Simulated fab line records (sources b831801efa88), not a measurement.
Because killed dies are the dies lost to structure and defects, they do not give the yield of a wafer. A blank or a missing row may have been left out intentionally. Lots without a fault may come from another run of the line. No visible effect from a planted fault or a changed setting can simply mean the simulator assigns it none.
Matching of chambers | flow gf180mcu | pecvd-01 running GF_V5_CVD_02: 3 sister chambers
The step deposits SiO2 from TEOS, target thk 1450 nm, time 163.28 s. 22 wafers are shown with their chamber, then 11 later ones without.

== WAFERS WITH THEIR CHAMBER ==
wafer  | chamber | heater_power_w (W)
L074.1 | 1       | 796
L074.2 | 0       | 733
L074.5 | 1       | 651
L076.1 | 2       | 629
L076.3 | 1       | 659
L076.5 | 1       | 775
L078.2 | 0       | 749
L078.3 | 1       | 791
L078.6 | 0       | 604
L079.2 | 1       | 686
L079.4 | 2       | 693
L079.6 | 1       | 777
L080.1 | 2       | 710
L080.3 | 0       | 732
L080.5 | 0       | 622
L091.1 | 1       | 675
L091.2 | 2       | 714
L091.3 | 0       | 724
L092.2 | 1       | 757
L092.3 | 2       | 690
L092.6 | 1       | 641
L094.4 | 0       | 763

SIGNATURES (means of the wafers above)
reading        | chamber 0 | chamber 1 | chamber 2 | scatter within a chamber
heater_power_w | 703.86    | 720.80    | 687.20    | 58.6
Rule: for a wafer and a chamber, the distance is found by dividing, reading by reading, the gap between the wafer's reading and the chamber's mean by the reading's scatter, squaring, summing and taking the root. If the next closest chamber is less than 2 further off than the closest, the wafer can't be placed; otherwise it belongs to the closest. The scatter is the square root of a quotient: the sum, over the shown wafers, of each reading's squared deviation from its chamber's mean, divided by wafers minus chambers.

== WAFERS WHOSE CHAMBER IS MISSING ==
wafer  | heater_power_w (W)
L094.5 | 764
L094.6 | 734
L095.1 | 808
L095.3 | 751
L095.4 | 635
L096.1 | 699
L096.3 | 804
L096.6 | 785
L097.2 | 794
L097.3 | 714
L097.6 | 636

== WHICH CHAMBER EACH WENT THROUGH ==
wafer  | from the rows above          | in truth
L094.5 | can't be placed: 1 or 0 or 2 | 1
L094.6 | can't be placed: 1 or 0 or 2 | 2
L095.1 | can't be placed: 1 or 0 or 2 | 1
L095.3 | can't be placed: 1 or 0 or 2 | 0
L095.4 | can't be placed: 2 or 0 or 1 | 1
L096.1 | can't be placed: 0 or 2 or 1 | 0
L096.3 | can't be placed: 1 or 0 or 2 | 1
L096.6 | can't be placed: 1 or 0 or 2 | 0
L097.2 | can't be placed: 1 or 0 or 2 | 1
L097.3 | can't be placed: 1 or 0 or 2 | 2
L097.6 | can't be placed: 2 or 0 or 1 | 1
0 of 11 placed correctly. Can't be placed from these rows: 11 (the true chamber is among the candidates in 11). Wrongly placed: 0.
